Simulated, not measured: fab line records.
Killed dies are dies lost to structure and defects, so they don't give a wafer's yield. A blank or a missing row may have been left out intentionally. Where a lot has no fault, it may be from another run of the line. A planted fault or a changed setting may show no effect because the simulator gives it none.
fab line records	flow sky130
record lots=24	wafers=72	last_day=50
route steps=708 shown SONOS_ONO@173 VIA2@520 METAL3@563 VIA4@640 PAD_OPEN@707
lots that met no fault: from a run of the same line without faults
start_h: hours from the record's first day to the start of the lot's first wafer shown	wait_h: time in hours since the lot's previous step	" identical to the entry in the row above	L1.1+2: a single row standing in for several wafers	- no value present, or no start provided	* or withheld: withheld	< > ~ a bound
route shown NAME@n: NAME is a module with steps in the file, n the number in the route of the first one	usual: the fault-free wafers' mean and standard deviation	same: alike in all rows	chamber/n: place in a boat	sites: readings site by site	_std_site: the standard deviation of these	_edge_site: inner sites' mean taken away from outer sites' mean	radius_mm: for every site, how far away it sits from the centre of the wafer	mask NAME#n: copy n	behind: the most recent tool/chamber to have shaped the wafer	hold: reason for holding the lot/hours on hold/outcome of the hold	device: transistor that didn't switch, given as n, p or np	end of line: tests run on the same wafers once the route is complete	where a step has no rows: the recipe by itself	killed: dies that structure and defects cost at the first sort, which is not the same as the wafer's yield	map: dies across one wafer; x = killed, . = not, _ = none there
set.NAME: the run value of the setting; set.NAME@STEP: its run value at that earlier step	model.NAME: the simulator's own value behind a step, which no gauge read
the route's steps for a sample of lots (tables are steps, rows are wafers)
services: the hour from which a tool's chamber was out of use, counted from the record's first day as start_h (under 0 if before that day), plus the number of hours and why
## steps
# step SKY_SONOS_ONO_THK_MEAS_05
# recipe reads=SiO2_of_SONOS_ONO_CVD_04
# usual SONOS_ONO_CVD_04_THK=5.70/0.099
lot.wafer	tool	chamber	start_h	wait_h	SONOS_ONO_CVD_04_THK[nm]
L074.3	film_metro-02	-	255.21	0.0	5.77
L074.4	"	-	"	"	5.87
L074.6	"	-	"	"	5.72
L075.2	film_metro-02	-	263.90	0.0	5.65
L075.4	"	-	"	"	5.70
L075.5	"	-	"	"	5.70
L076.3	film_metro-02	-	272.94	0.0	5.59
L076.5	"	-	"	"	5.70
L076.6	"	-	"	"	5.71
L077.1	film_metro-03	-	279.95	0.0	5.69
L077.4	"	-	"	"	5.60
L077.6	"	-	"	"	5.76
L078.1	film_metro-01	-	287.06	0.0	5.79
L078.3	"	-	"	"	5.77
L078.4	"	-	"	"	5.71
L079.1	film_metro-03	-	296.42	0.0	5.71
L079.5	"	-	"	"	5.69
L079.6	"	-	"	"	5.56
L080.2	film_metro-03	-	303.41	0.0	5.80
L080.3	"	-	"	"	5.83
L080.5	"	-	"	"	5.88
L081.2	film_metro-01	-	313.52	0.0	5.66
L081.4	"	-	"	"	5.60
L081.5	"	-	"	"	5.64
L082.3	film_metro-01	-	317.89	0.0	5.67
L082.4	"	-	"	"	5.65
L082.6	"	-	"	"	5.78
L083.3	film_metro-02	-	326.28	0.0	5.58
L083.5	"	-	"	"	5.54
L083.6	"	-	"	"	5.58
L084.2	film_metro-03	-	339.87	0.0	5.74
L084.3	"	-	"	"	5.85
L084.6	"	-	"	"	5.65
L085.1	film_metro-03	-	343.11	0.0	5.71
L085.5	"	-	"	"	5.82
L085.6	"	-	"	"	5.77
L086.1	film_metro-01	-	348.91	0.0	5.67
L086.4	"	-	"	"	5.72
L086.5	"	-	"	"	5.65
L087.2	film_metro-03	-	356.48	0.0	5.50
L087.3	"	-	"	"	5.54
L087.6	"	-	"	"	5.54
L088.3	film_metro-03	-	361.94	0.0	5.68
L088.5	"	-	"	"	5.63
L088.6	"	-	"	"	5.66
L089.3	film_metro-02	-	375.76	0.0	5.74
L089.5	"	-	"	"	5.68
L089.6	"	-	"	"	5.58
L090.1	film_metro-03	-	379.94	0.0	5.69
L090.4	"	-	"	"	5.58
L090.5	"	-	"	"	5.71
L091.1	film_metro-01	-	399.27	0.0	5.80
L091.2	"	-	"	"	5.73
L091.4	"	-	"	"	5.87
L092.2	film_metro-03	-	400.63	0.0	5.74
L092.4	"	-	"	"	5.66
L092.6	"	-	"	"	5.69
L093.1	film_metro-02	-	406.44	0.0	5.97
L093.2	"	-	"	"	5.95
L093.6	"	-	"	"	5.94
L094.1	film_metro-01	-	416.97	0.0	5.64
L094.3	"	-	"	"	5.50
L094.6	"	-	"	"	5.58
L095.1	film_metro-02	-	416.97	0.0	5.65
L095.4	"	-	"	"	5.69
L095.6	"	-	"	"	5.72
L096.1	film_metro-02	-	427.28	0.0	5.77
L096.2	"	-	"	"	5.83
L096.3	"	-	"	"	5.71
L097.2	film_metro-03	-	432.39	0.0	5.83
L097.5	"	-	"	"	5.72
L097.6	"	-	"	"	5.81
# step SKY_VIA2_OVL_MEAS_13
# usual VIA2_OVL=-1/5.7
lot.wafer	tool	chamber	start_h	wait_h	VIA2_OVL[nm]
L074.3	overlay-01	-	841.48	0.1	0
L074.4	"	-	"	"	4
L074.6	"	-	"	"	-1
L075.2	overlay-01	-	854.30	0.1	3
L075.4	"	-	"	"	9
L075.5	"	-	"	"	4
L076.3	overlay-01	-	861.93	0.1	2
L076.5	"	-	"	"	0
L076.6	"	-	"	"	-4
L077.1	overlay-02	-	866.85	0.1	-3
L077.4	"	-	"	"	-1
L077.6	"	-	"	"	-5
L078.1	overlay-01	-	884.80	0.1	-9
L078.3	"	-	"	"	-7
L078.4	"	-	"	"	-7
L079.1	overlay-02	-	888.55	0.1	-13
L079.5	"	-	"	"	-4
L079.6	"	-	"	"	-10
L080.2	overlay-01	-	892.45	0.1	1
L080.3	"	-	"	"	6
L080.5	"	-	"	"	0
L081.2	overlay-02	-	904.57	0.1	-1
L081.4	"	-	"	"	-2
L081.5	"	-	"	"	2
L082.3	overlay-01	-	906.38	0.1	-4
L082.4	"	-	"	"	8
L082.6	"	-	"	"	0
L083.3	overlay-02	-	912.07	0.1	-3
L083.5	"	-	"	"	-4
L083.6	"	-	"	"	-5
L084.2	overlay-02	-	928.35	0.1	0
L084.3	"	-	"	"	2
L084.6	"	-	"	"	0
L085.1	overlay-01	-	929.11	0.1	10
L085.5	"	-	"	"	-7
L085.6	"	-	"	"	-3
L086.1	overlay-01	-	938.42	0.1	0
L086.4	"	-	"	"	-2
L086.5	"	-	"	"	6
L087.2	overlay-01	-	941.60	0.1	-8
L087.3	"	-	"	"	-6
L087.6	"	-	"	"	-3
L088.3	overlay-02	-	945.85	0.1	-1
L088.5	"	-	"	"	-3
L088.6	"	-	"	"	5
L089.3	overlay-01	-	953.73	0.1	-5
L089.5	"	-	"	"	5
L089.6	"	-	"	"	-3
L090.1	overlay-02	-	964.05	0.1	-8
L090.4	"	-	"	"	-6
L090.5	"	-	"	"	-3
L091.1	overlay-01	-	977.51	0.1	-10
L091.2	"	-	"	"	-9
L091.4	"	-	"	"	-4
L092.2	overlay-02	-	986.72	0.1	12
L092.4	"	-	"	"	6
L092.6	"	-	"	"	15
L093.1	overlay-01	-	989.55	0.1	-3
L093.2	"	-	"	"	-1
L093.6	"	-	"	"	8
L094.1	overlay-01	-	991.50	0.1	-4
L094.3	"	-	"	"	-2
L094.6	"	-	"	"	-1
L095.1	overlay-02	-	992.17	0.1	1
L095.4	"	-	"	"	-4
L095.6	"	-	"	"	-6
L096.1	overlay-02	-	997.91	0.1	10
L096.2	"	-	"	"	9
L096.3	"	-	"	"	10
L097.2	overlay-01	-	1001.67	0.1	-6
L097.5	"	-	"	"	1
L097.6	"	-	"	"	-7
# step SKY_VIA2_CVD_21
# recipe material=W	target_thk_nm=420	time_s=126.4	temp_c=400	pressure_torr=40
# usual chamber_pressure_Torr=40.00/0.093	heater_power_w=870/71
lot.wafer	tool	chamber	start_h	wait_h	chamber_pressure_Torr	heater_power_w
L074.3	cvd_w-01	0	842.35	0.1	40.08	809
L074.4	"	0	"	"	40.05	782
L074.6	"	0	"	"	40.04	808
L075.2	cvd_w-02	0	855.13	0.0	40.05	955
L075.4	"	0	"	"	40.08	978
L075.5	"	1	"	"	40.01	840
L076.3	cvd_w-02	0	862.76	0.1	40.00	943
L076.5	"	0	"	"	39.97	949
L076.6	"	1	"	"	40.05	830
L077.1	cvd_w-01	1	867.65	0.0	39.90	943
L077.4	"	1	"	"	39.92	926
L077.6	"	0	"	"	40.14	796
L078.1	cvd_w-01	0	885.61	0.0	39.85	794
L078.3	"	0	"	"	39.97	783
L078.4	"	1	"	"	40.01	920
L079.1	cvd_w-02	1	889.51	0.0	40.00	843
L079.5	"	0	"	"	39.93	949
L079.6	"	1	"	"	39.99	874
L080.2	cvd_w-01	0	893.42	0.0	39.91	801
L080.3	"	1	"	"	40.00	942
L080.5	"	1	"	"	40.12	956
L081.2	cvd_w-02	1	905.41	0.0	40.04	823
L081.4	"	0	"	"	39.95	938
L081.5	"	1	"	"	39.92	841
L082.3	cvd_w-02	1	907.22	0.1	39.97	842
L082.4	"	0	"	"	39.93	946
L082.6	"	1	"	"	39.77	815
L083.3	cvd_w-02	0	913.04	0.1	40.14	921
L083.5	"	0	"	"	40.16	955
L083.6	"	1	"	"	40.09	801
L084.2	cvd_w-01	0	929.14	0.0	39.89	750
L084.3	"	0	"	"	39.90	761
L084.6	"	0	"	"	39.85	756
L085.1	cvd_w-02	1	929.91	0.0	39.98	859
L085.5	"	1	"	"	40.03	847
L085.6	"	0	"	"	39.78	934
L086.1	cvd_w-02	0	939.21	0.0	40.07	947
L086.4	"	0	"	"	39.95	953
L086.5	"	0	"	"	40.06	956
L087.2	cvd_w-02	1	942.47	0.0	39.88	867
L087.3	"	0	"	"	40.02	966
L087.6	"	0	"	"	40.01	939
L088.3	cvd_w-02	0	946.68	0.1	39.92	960
L088.5	"	1	"	"	39.83	822
L088.6	"	0	"	"	39.88	954
L089.3	cvd_w-01	0	954.59	0.1	39.97	744
L089.5	"	1	"	"	39.89	872
L089.6	"	0	"	"	40.03	766
L090.1	cvd_w-02	0	964.93	0.0	39.95	936
L090.4	"	1	"	"	40.07	847
L090.5	"	1	"	"	40.05	813
L091.1	cvd_w-02	0	978.31	0.0	39.99	968
L091.2	"	1	"	"	40.08	848
L091.4	"	0	"	"	40.03	943
L092.2	cvd_w-01	0	987.51	0.0	39.95	764
L092.4	"	1	"	"	40.01	861
L092.6	"	1	"	"	39.99	882
L093.1	cvd_w-01	1	990.39	0.0	39.93	886
L093.2	"	0	"	"	40.09	752
L093.6	"	1	"	"	40.00	886
L094.1	cvd_w-01	0	992.29	0.0	40.05	743
L094.3	"	1	"	"	40.16	891
L094.6	"	1	"	"	40.10	880
L095.1	cvd_w-02	1	993.00	0.0	40.05	824
L095.4	"	0	"	"	39.99	953
L095.6	"	0	"	"	39.89	969
L096.1	cvd_w-02	0	998.71	0.0	40.02	948
L096.2	"	1	"	"	39.94	856
L096.3	"	0	"	"	39.95	943
L097.2	cvd_w-02	1	1002.46	0.0	40.00	839
L097.5	"	1	"	"	39.97	820
L097.6	"	0	"	"	40.03	968
# step SKY_METAL3_CD_MEAS_13
# recipe target_cd_nm=300
# usual cd_nm=299.7/1.7
lot.wafer	tool	chamber	start_h	wait_h	cd_nm
L074.3	cd_sem-01	-	895.79	-	299.1
L074.4	"	-	"	"	297.2
L074.6	"	-	"	"	297.3
L075.2	cd_sem-02	-	908.22	-	298.2
L075.4	"	-	"	"	298.5
L075.5	"	-	"	"	298.3
L076.3	cd_sem-02	-	914.49	-	295.6
L076.5	"	-	"	"	295.8
L076.6	"	-	"	"	296.0
L077.1	cd_sem-02	-	919.70	-	298.6
L077.4	"	-	"	"	299.4
L077.6	"	-	"	"	300.0
L078.1	cd_sem-01	-	936.33	-	299.3
L078.3	"	-	"	"	300.7
L078.4	"	-	"	"	299.5
L079.1	cd_sem-02	-	940.35	-	296.5
L079.5	"	-	"	"	296.8
L079.6	"	-	"	"	297.4
L080.2	cd_sem-02	-	944.12	-	299.1
L080.3	"	-	"	"	299.4
L080.5	"	-	"	"	301.6
L081.2	cd_sem-01	-	956.47	-	300.7
L081.4	"	-	"	"	300.3
L081.5	"	-	"	"	299.9
L082.3	cd_sem-01	-	957.54	-	300.7
L082.4	"	-	"	"	299.4
L082.6	"	-	"	"	300.0
L083.3	cd_sem-01	-	962.42	-	301.6
L083.5	"	-	"	"	302.1
L083.6	"	-	"	"	303.3
L084.2	cd_sem-01	-	977.27	-	299.7
L084.3	"	-	"	"	301.4
L084.6	"	-	"	"	300.6
L085.1	cd_sem-02	-	980.03	-	298.5
L085.5	"	-	"	"	299.3
L085.6	"	-	"	"	300.0
L086.1	cd_sem-01	-	989.10	-	299.3
L086.4	"	-	"	"	298.0
L086.5	"	-	"	"	297.3
L087.2	cd_sem-01	-	992.55	-	301.8
L087.3	"	-	"	"	301.6
L087.6	"	-	"	"	302.2
L088.3	cd_sem-02	-	995.69	-	302.6
L088.5	"	-	"	"	302.7
L088.6	"	-	"	"	302.9
L089.3	cd_sem-01	-	1003.42	-	299.7
L089.5	"	-	"	"	300.1
L089.6	"	-	"	"	300.3
L090.1	cd_sem-01	-	1014.00	-	301.2
L090.4	"	-	"	"	300.0
L090.5	"	-	"	"	300.6
L091.1	cd_sem-02	-	1026.55	-	298.8
L091.2	"	-	"	"	300.3
L091.4	"	-	"	"	299.3
L092.2	cd_sem-01	-	1034.95	-	299.8
L092.4	"	-	"	"	298.9
L092.6	"	-	"	"	300.7
L093.1	cd_sem-02	-	1038.13	-	296.5
L093.2	"	-	"	"	297.3
L093.6	"	-	"	"	297.1
L094.1	cd_sem-02	-	1040.40	-	301.4
L094.3	"	-	"	"	299.9
L094.6	"	-	"	"	299.8
L095.1	cd_sem-01	-	1041.05	-	299.7
L095.4	"	-	"	"	298.8
L095.6	"	-	"	"	299.5
L096.1	cd_sem-02	-	1045.30	-	299.8
L096.2	"	-	"	"	299.5
L096.3	"	-	"	"	299.7
L097.2	cd_sem-01	-	1048.82	-	299.3
L097.5	"	-	"	"	299.9
L097.6	"	-	"	"	300.3
# step SKY_VIA4_THK_MEAS_01
# recipe reads=SiO2_of_VIA4_HDPCVD_00
# usual VIA4_HDPCVD_THK=1747/17
lot.wafer	tool	chamber	start_h	wait_h	VIA4_HDPCVD_THK[nm]
L074.3	film_metro-02	-	974.49	0.1	1724
L074.4	"	-	"	"	1718
L074.6	"	-	"	"	1732
L075.2	film_metro-02	-	987.07	0.1	1734
L075.4	"	-	"	"	1745
L075.5	"	-	"	"	1718
L076.3	film_metro-02	-	991.71	0.1	1741
L076.5	"	-	"	"	1728
L076.6	"	-	"	"	1746
L077.1	film_metro-02	-	998.70	0.1	1720
L077.4	"	-	"	"	1720
L077.6	"	-	"	"	1713
L078.1	film_metro-01	-	1013.51	0.1	1747
L078.3	"	-	"	"	1763
L078.4	"	-	"	"	1771
L079.1	film_metro-01	-	1017.64	0.1	1744
L079.5	"	-	"	"	1715
L079.6	"	-	"	"	1724
L080.2	film_metro-02	-	1021.06	0.1	1763
L080.3	"	-	"	"	1749
L080.5	"	-	"	"	1757
L081.2	film_metro-01	-	1031.75	0.2	1759
L081.4	"	-	"	"	1759
L081.5	"	-	"	"	1761
L082.3	film_metro-02	-	1033.20	0.1	1732
L082.4	"	-	"	"	1765
L082.6	"	-	"	"	1755
L083.3	film_metro-03	-	1039.28	0.1	1747
L083.5	"	-	"	"	1773
L083.6	"	-	"	"	1746
L084.2	film_metro-02	-	1051.36	0.1	1749
L084.3	"	-	"	"	1739
L084.6	"	-	"	"	1754
L085.1	film_metro-01	-	1053.71	0.1	1752
L085.5	"	-	"	"	1754
L085.6	"	-	"	"	1765
L086.1	film_metro-01	-	1063.41	0.1	1760
L086.4	"	-	"	"	1739
L086.5	"	-	"	"	1771
L087.2	film_metro-03	-	1065.70	0.1	1751
L087.3	"	-	"	"	1749
L087.6	"	-	"	"	1731
L088.3	film_metro-01	-	1068.02	0.1	1757
L088.5	"	-	"	"	1767
L088.6	"	-	"	"	1768
L089.3	film_metro-02	-	1075.22	0.1	1766
L089.5	"	-	"	"	1742
L089.6	"	-	"	"	1758
L090.1	film_metro-02	-	1085.01	0.1	1763
L090.4	"	-	"	"	1775
L090.5	"	-	"	"	1738
L091.1	film_metro-01	-	1095.20	0.1	1754
L091.2	"	-	"	"	1729
L091.4	"	-	"	"	1753
L092.2	film_metro-02	-	1103.39	0.1	1734
L092.4	"	-	"	"	1741
L092.6	"	-	"	"	1743
L093.1	film_metro-03	-	1106.70	0.1	1745
L093.2	"	-	"	"	1755
L093.6	"	-	"	"	1764
L094.1	film_metro-02	-	1108.87	0.1	1733
L094.3	"	-	"	"	1736
L094.6	"	-	"	"	1748
L095.1	film_metro-01	-	1110.01	0.1	1742
L095.4	"	-	"	"	1759
L095.6	"	-	"	"	1738
L096.1	film_metro-03	-	1113.31	0.1	1735
L096.2	"	-	"	"	1763
L096.3	"	-	"	"	1792
L097.2	film_metro-03	-	1116.43	0.1	1754
L097.5	"	-	"	"	1740
L097.6	"	-	"	"	1716
# step SKY_PAD_OPEN_BOW_MEAS_13
# recipe mode=bow
# usual PAD_OPEN_BOW=49/7.8
lot.wafer	tool	chamber	start_h	wait_h	PAD_OPEN_BOW[um]
L074.3	film_metro-04	-	1070.88	-	48
L074.4	"	-	"	"	51
L074.6	"	-	"	"	52
L075.2	film_metro-01	-	1082.48	-	48
L075.4	"	-	"	"	57
L075.5	"	-	"	"	62
L076.3	film_metro-04	-	1085.63	-	58
L076.5	"	-	"	"	54
L076.6	"	-	"	"	53
L077.1	film_metro-01	-	1092.80	-	57
L077.4	"	-	"	"	70
L077.6	"	-	"	"	49
L078.1	film_metro-03	-	1104.59	-	51
L078.3	"	-	"	"	47
L078.4	"	-	"	"	60
L079.1	film_metro-03	-	1108.80	-	53
L079.5	"	-	"	"	43
L079.6	"	-	"	"	41
L080.2	film_metro-01	-	1112.76	-	46
L080.3	"	-	"	"	50
L080.5	"	-	"	"	40
L081.2	film_metro-01	-	1119.48	-	48
L081.4	"	-	"	"	38
L081.5	"	-	"	"	46
L082.3	film_metro-01	-	1121.00	-	31
L082.4	"	-	"	"	39
L082.6	"	-	"	"	34
L083.3	film_metro-04	-	1126.51	-	40
L083.5	"	-	"	"	50
L083.6	"	-	"	"	44
L084.2	film_metro-04	-	1137.31	-	50
L084.3	"	-	"	"	51
L084.6	"	-	"	"	51
L085.1	film_metro-04	-	1139.41	-	43
L085.5	"	-	"	"	34
L085.6	"	-	"	"	31
L086.1	film_metro-04	-	1148.70	-	50
L086.4	"	-	"	"	45
L086.5	"	-	"	"	48
L087.2	film_metro-01	-	1149.67	-	47
L087.3	"	-	"	"	50
L087.6	"	-	"	"	46
L088.3	film_metro-01	-	1151.94	-	49
L088.5	"	-	"	"	52
L088.6	"	-	"	"	52
L089.3	film_metro-01	-	1158.59	-	53
L089.5	"	-	"	"	44
L089.6	"	-	"	"	58
L090.1	film_metro-01	-	1165.87	-	60
L090.4	"	-	"	"	61
L090.5	"	-	"	"	55
L091.1	film_metro-01	-	1175.64	-	57
L091.2	"	-	"	"	44
L091.4	"	-	"	"	58
L092.2	film_metro-03	-	1182.34	-	43
L092.4	"	-	"	"	36
L092.6	"	-	"	"	44
L093.1	film_metro-01	-	1183.99	-	65
L093.2	"	-	"	"	61
L093.6	"	-	"	"	56
L094.1	film_metro-01	-	1185.55	-	49
L094.3	"	-	"	"	44
L094.6	"	-	"	"	52
L095.1	film_metro-01	-	1187.05	-	50
L095.4	"	-	"	"	56
L095.6	"	-	"	"	41
L096.1	film_metro-01	-	1189.54	-	51
L096.2	"	-	"	"	55
L096.3	"	-	"	"	49
L097.2	film_metro-03	-	1192.94	-	57
L097.5	"	-	"	"	31
L097.6	"	-	"	"	47
## services
tool	chamber	start_h	hours	kind
cvd_w-01	1	831.93	11.4	repair
cvd_w-01	0	836.09	4.9	repair
cvd_w-02	-	852.52	1.0	repair
cvd_w-01	-	904.00	14.0	pm
cvd_w-01	0	904.00	14.0	vent_cycle
cvd_w-01	1	904.00	14.0	vent_cycle
cvd_w-02	-	904.36	0.5	repair
cvd_w-02	-	913.19	1.1	repair
cvd_w-01	0	918.00	-	clean
cvd_w-01	1	918.00	-	clean
cvd_w-01	1	935.53	6.0	repair
## key
fault none
